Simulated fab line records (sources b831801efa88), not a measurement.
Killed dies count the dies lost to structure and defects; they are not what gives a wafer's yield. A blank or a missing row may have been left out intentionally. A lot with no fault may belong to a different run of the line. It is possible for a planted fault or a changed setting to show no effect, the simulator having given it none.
A lot that was struck, set against a sound lot ; flow sky130 ; 15 out of 708 route steps
Sound: these wafers, L477.3, L477.5, L477.6. The struck wafers were L482.4, L482.5, L482.6. The cause is named last.
At each step with rows: each side's tool, then ch and its chambers, then its first start. Under that, the readings that differ: sound wafers ; struck wafers ; difference of the means ; sigmas: that difference in standard deviations of wafers without a fault.
alike: words and numbers the same on both sides, and readings whose means are apart by under 2 such deviations; not compared: readings that were withheld, readings missing a value for some wafer, numbers with overlapping values and no deviation given by the record, and bounds like >300 which may hide the same value.
A row with sigmas, a row that says differs or no value, or rows on one side alone: a step with any of these is where the two part. Non-overlapping numbers with no deviation appear without sigmas and do not part them. A reading missing from all wafers of one side parts the sides only when that side holds two or more wafers.

SKY_METAL4_SPUTTER_01: material TiN, target thk 20 nm, time 16.7 s.
  struck on pvd-sputter-04, day 42 14:38; sound on pvd-sputter-04, day 40 20:46
  alike: throttle-valve-pct
SKY_METAL4_SPUTTER_02: material AlCu, target thk 735 nm, time 39.1 s.
  struck on pvd-sputter-04, day 42 14:40; sound on pvd-sputter-04, day 40 20:47
  alike: throttle-valve-pct
SKY_METAL4_SPUTTER_03: material Ti, target thk 5 nm, time 3.3 s.
  struck on pvd-sputter-04, day 42 14:41; sound on pvd-sputter-04, day 40 20:50
  alike: throttle-valve-pct
SKY_METAL4_SPUTTER_04: material TiN, target thk 70 nm, time 58.3 s.
  struck on pvd-sputter-04, day 42 14:43; sound on pvd-sputter-04, day 40 20:51
  alike: throttle-valve-pct
SKY_CAP2M_CVD_00: deposits SiO2, target thk 15.5 nm.
  sound on pecvd-02 ch 1,2, day 40 20:54; struck on pecvd-02 ch 0,1,2, day 42 14:46
  alike: heater-power-w
SKY_CAP2M_THK_MEAS_01:
  struck on film-metro-01, day 42 14:48; sound on film-metro-03, day 40 20:56
  alike: CAP2M_CVD_00_THK
then, 1 step without rows for these wafers: SKY_CAP2M_SPUTTER_02 (material TiN, target thk 200 nm, time 166.7 s).
SKY_CAP2M_RS_MEAS_03: uses a four-point probe to measure.
  struck on film-metro-04, day 42 15:00; sound on film-metro-01, day 40 21:08
  alike: CAP2M_TIN_RS
SKY_CAP2M_THK_MEAS_04: measures by xrf.
  struck on film-metro-04, day 42 15:05; sound on film-metro-01, day 40 21:14
  alike: CAP2M_TIN_THK
then, 3 steps without rows for these wafers: SKY_CAP2M_DEHYDRATE_05 (time 60 s); SKY_CAP2M_HMDS_06 (prime time 60 s); SKY_CAP2M_COAT_07 (resist thk 1140 nm).
SKY_CAP2M_SOFTBAKE_08: time 60 s.
  sound on litho-track-01 ch 0, day 41 09:08; struck on litho-track-01 ch 0, day 43 02:25
reading;sound;struck;difference;sigmas
chill-plate-temp-C (C);22.89 22.93 22.98;23.08 23.20 23.17;+0.22;+2
heater-power-total-W (W);56.56 56.60 56.66;58.18 58.21 58.22;+1.60;+33
plate-temp-C (C);89.96 89.97 90.10;91.65 91.54 91.72;+1.63;+14
then, 1 step without rows for these wafers: SKY_CAP2M_EXPOSE_09 (exposes mask CAP2M, target cd 1000 nm).
-- the record jumps here: 5 days lie between the struck wafers' starts before and after (it left off in module CAP2M and takes up again in module PAD_OPEN, whose first step shown is number 708 of the route) --
SKY_PAD_OPEN_PROBE_99:
  struck on prober-01, day 48 08:19; sound on prober-01, day 46 20:08
  alike: defect-limited-yield, killed_at_M0_to_M3, killed_at_M4_up, killed-at-contacts, killed-at-front-end, killed-at-other, killed-dies, killed-on-rim, killed-open, killed-short, sort_bin_3_pad_short, sort_bin_5_function, sort_bin_6_memory, sort-n-pass, sort-yield-pct

WHERE THEY PART
Only at SKY_CAP2M_SOFTBAKE_08, as far as this record shows. Later steps at which nothing parts them and some readings are alike: SKY_PAD_OPEN_PROBE_99.

WHY: what had been put in by the simulator
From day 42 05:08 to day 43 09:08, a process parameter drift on litho-track-01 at SKY_CAP2M_SOFTBAKE_08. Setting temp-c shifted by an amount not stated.
